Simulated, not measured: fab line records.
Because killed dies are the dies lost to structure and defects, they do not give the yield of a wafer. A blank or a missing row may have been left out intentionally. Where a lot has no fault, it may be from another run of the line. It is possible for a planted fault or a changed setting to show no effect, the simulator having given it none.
Which tool did it? || flow sky130 || 13 lots, 39 wafers sampled, at 3 steps of a route of 708

== WHAT THE GAUGES SHOWED, per wafer ==
SKY_METAL3_OVL_MEAS_14. Usual: for METAL3_OVL the level is 4 nm and the standard deviation is 5.4.
{"lot": "L131", "measured": "day 38 15:41", "on": "overlay-01", "METAL3_OVL (nm)": "-3 1 -4", "flag": ""}
{"lot": "L132", "measured": "day 38 23:49", "on": "overlay-01", "METAL3_OVL (nm)": "1 3 5", "flag": ""}
{"lot": "L134", "measured": "day 39 17:03", "on": "overlay-01", "METAL3_OVL (nm)": "6 -1 8", "flag": ""}
{"lot": "L135", "measured": "day 40 02:55", "on": "overlay-01", "METAL3_OVL (nm)": "-1 -5 0", "flag": ""}
{"lot": "L138", "measured": "day 40 20:04", "on": "overlay-02", "METAL3_OVL (nm)": "3 9 11", "flag": ""}
{"lot": "L141", "measured": "day 41 17:44", "on": "overlay-01", "METAL3_OVL (nm)": "12 16 7", "flag": ""}
{"lot": "L140", "measured": "day 41 19:58", "on": "overlay-02", "METAL3_OVL (nm)": "0 4 5", "flag": ""}
{"lot": "L144", "measured": "day 42 18:34", "on": "overlay-02", "METAL3_OVL (nm)": "10 8 9", "flag": ""}
{"lot": "L146", "measured": "day 43 01:16", "on": "overlay-01", "METAL3_OVL (nm)": "5 2 2", "flag": ""}
{"lot": "L147", "measured": "day 43 15:16", "on": "overlay-02", "METAL3_OVL (nm)": "10 4 8", "flag": ""}
{"lot": "L152", "measured": "day 45 05:26", "on": "overlay-02", "METAL3_OVL (nm)": "1 2 4", "flag": ""}
{"lot": "L153", "measured": "day 45 11:16", "on": "overlay-02", "METAL3_OVL (nm)": "0 -2 1", "flag": ""}
{"lot": "L154", "measured": "day 45 19:38", "on": "overlay-02", "METAL3_OVL (nm)": "5 4 9", "flag": ""}

SKY_VIA3_OVL_MEAS_13. Usual: for VIA3_OVL the level is -1 nm and the standard deviation is 5.5.
{"lot": "L131", "measured": "day 39 18:43", "on": "overlay-02", "VIA3_OVL (nm)": "5 -6 -5", "flag": ""}
{"lot": "L132", "measured": "day 40 02:47", "on": "overlay-01", "VIA3_OVL (nm)": "1 2 10", "flag": ""}
{"lot": "L134", "measured": "day 40 19:52", "on": "overlay-02", "VIA3_OVL (nm)": "-3 -8 -5", "flag": ""}
{"lot": "L135", "measured": "day 41 05:52", "on": "overlay-01", "VIA3_OVL (nm)": "-14 -8 -7", "flag": ""}
{"lot": "L138", "measured": "day 41 22:17", "on": "overlay-01", "VIA3_OVL (nm)": "-5 -4 -6", "flag": ""}
{"lot": "L141", "measured": "day 42 20:41", "on": "overlay-02", "VIA3_OVL (nm)": "-2 -3 4", "flag": ""}
{"lot": "L140", "measured": "day 42 22:09", "on": "overlay-01", "VIA3_OVL (nm)": "9 7 6", "flag": ""}
{"lot": "L144", "measured": "day 43 19:52", "on": "overlay-02", "VIA3_OVL (nm)": "1 0 2", "flag": ""}
{"lot": "L146", "measured": "day 44 02:28", "on": "overlay-02", "VIA3_OVL (nm)": "6 -3 2", "flag": ""}
{"lot": "L147", "measured": "day 44 14:44", "on": "overlay-02", "VIA3_OVL (nm)": "10 7 5", "flag": ""}
{"lot": "L152", "measured": "day 46 05:01", "on": "overlay-02", "VIA3_OVL (nm)": "-2 -3 0", "flag": ""}
{"lot": "L153", "measured": "day 46 10:17", "on": "overlay-01", "VIA3_OVL (nm)": "8 2 6", "flag": ""}
{"lot": "L154", "measured": "day 46 17:42", "on": "overlay-01", "VIA3_OVL (nm)": "-11 -8 -4", "flag": ""}

== WHAT TOOL EACH LOT RAN ON (gives the tool, then ch and the chambers of the sampled wafers, and finally the start) ==
{"lot": "L131", "SKY_METAL3_ETCH_17": "rie diel-03 ch 0,2,3, day 38 15:58"}
{"lot": "L132", "SKY_METAL3_ETCH_17": "rie diel-03 ch 0,3, day 38 23:58"}
{"lot": "L134", "SKY_METAL3_ETCH_17": "rie diel-04 ch 0,1,2, day 39 17:13"}
{"lot": "L135", "SKY_METAL3_ETCH_17": "rie diel-03 ch 1,2,3, day 40 03:04"}
{"lot": "L138", "SKY_METAL3_ETCH_17": "rie diel-03 ch 1,2,3, day 40 20:14"}
{"lot": "L141", "SKY_METAL3_ETCH_17": "rie diel-01 ch 0,1,2, day 41 17:53"}
{"lot": "L140", "SKY_METAL3_ETCH_17": "rie diel-03 ch 0,1,2, day 41 20:08"}
{"lot": "L144", "SKY_METAL3_ETCH_17": "rie diel-04 ch 1,2,3, day 42 18:44"}
{"lot": "L146", "SKY_METAL3_ETCH_17": "rie diel-01 ch 0,2,3, day 43 01:25"}
{"lot": "L147", "SKY_METAL3_ETCH_17": "rie diel-04 ch 0,1,3, day 43 15:26"}
{"lot": "L152", "SKY_METAL3_ETCH_17": "rie diel-01 ch 1,2,3, day 45 05:35"}
{"lot": "L153", "SKY_METAL3_ETCH_17": "rie diel-03 ch 1,3, day 45 11:25"}
{"lot": "L154", "SKY_METAL3_ETCH_17": "rie diel-01 ch 0,1,2, day 45 19:47"}
- SKY_METAL3_ETCH_17: etches SiO2 in C4F8/O2/Ar, stops on TiN, time 3.9 s, target depth 15 nm.

== WHAT THE TOOLS THEMSELVES READ (means of the sampled wafers that have a number; where no wafer has one, the mark that the record gives instead) ==
SKY_METAL3_ETCH_17. Usual: bias w 1200 W, standard deviation 3.9; oes product au 0.756 a.u., standard deviation 0.0072.
{"lot": "L131", "tool": "rie diel-03", "bias w (W)": 1201, "oes product au (a.u.)": 0.760, "flag": ""}
{"lot": "L132", "tool": "rie diel-03", "bias w (W)": 1198, "oes product au (a.u.)": 0.760, "flag": ""}
{"lot": "L134", "tool": "rie diel-04", "bias w (W)": 1199, "oes product au (a.u.)": 0.753, "flag": ""}
{"lot": "L135", "tool": "rie diel-03", "bias w (W)": 1201, "oes product au (a.u.)": 0.761, "flag": ""}
{"lot": "L138", "tool": "rie diel-03", "bias w (W)": 1200, "oes product au (a.u.)": 0.750, "flag": ""}
{"lot": "L141", "tool": "rie diel-01", "bias w (W)": 1198, "oes product au (a.u.)": 0.751, "flag": ""}
{"lot": "L140", "tool": "rie diel-03", "bias w (W)": 1202, "oes product au (a.u.)": 0.751, "flag": ""}
{"lot": "L144", "tool": "rie diel-04", "bias w (W)": 1199, "oes product au (a.u.)": 0.760, "flag": ""}
{"lot": "L146", "tool": "rie diel-01", "bias w (W)": 1201, "oes product au (a.u.)": 0.762, "flag": ""}
{"lot": "L147", "tool": "rie diel-04", "bias w (W)": 1199, "oes product au (a.u.)": 0.752, "flag": ""}
{"lot": "L152", "tool": "rie diel-01", "bias w (W)": 1202, "oes product au (a.u.)": 0.751, "flag": ""}
{"lot": "L153", "tool": "rie diel-03", "bias w (W)": 1201, "oes product au (a.u.)": 0.759, "flag": ""}
{"lot": "L154", "tool": "rie diel-01", "bias w (W)": 1200, "oes product au (a.u.)": 0.756, "flag": ""}

== THE ANSWER, worked out from the rows above alone ==
Rule: lot off if the mean of its wafers having a number is beyond 3 standard deviations from the usual mean. Also off: a lot with no number at a reading for which 4 or more lots have one. Any other lot the step has rows for is counted as sound. First the gauges in route order, then the tools' own readings, where a lot's mean is used as printed above. At the first step where some lot is off, the reading lying furthest off is the one used; lots without a number count as furthest.
Across all readings shown, no lot is off: no conclusion can be drawn from this.

== WHAT THE SIMULATOR PUT IN ==
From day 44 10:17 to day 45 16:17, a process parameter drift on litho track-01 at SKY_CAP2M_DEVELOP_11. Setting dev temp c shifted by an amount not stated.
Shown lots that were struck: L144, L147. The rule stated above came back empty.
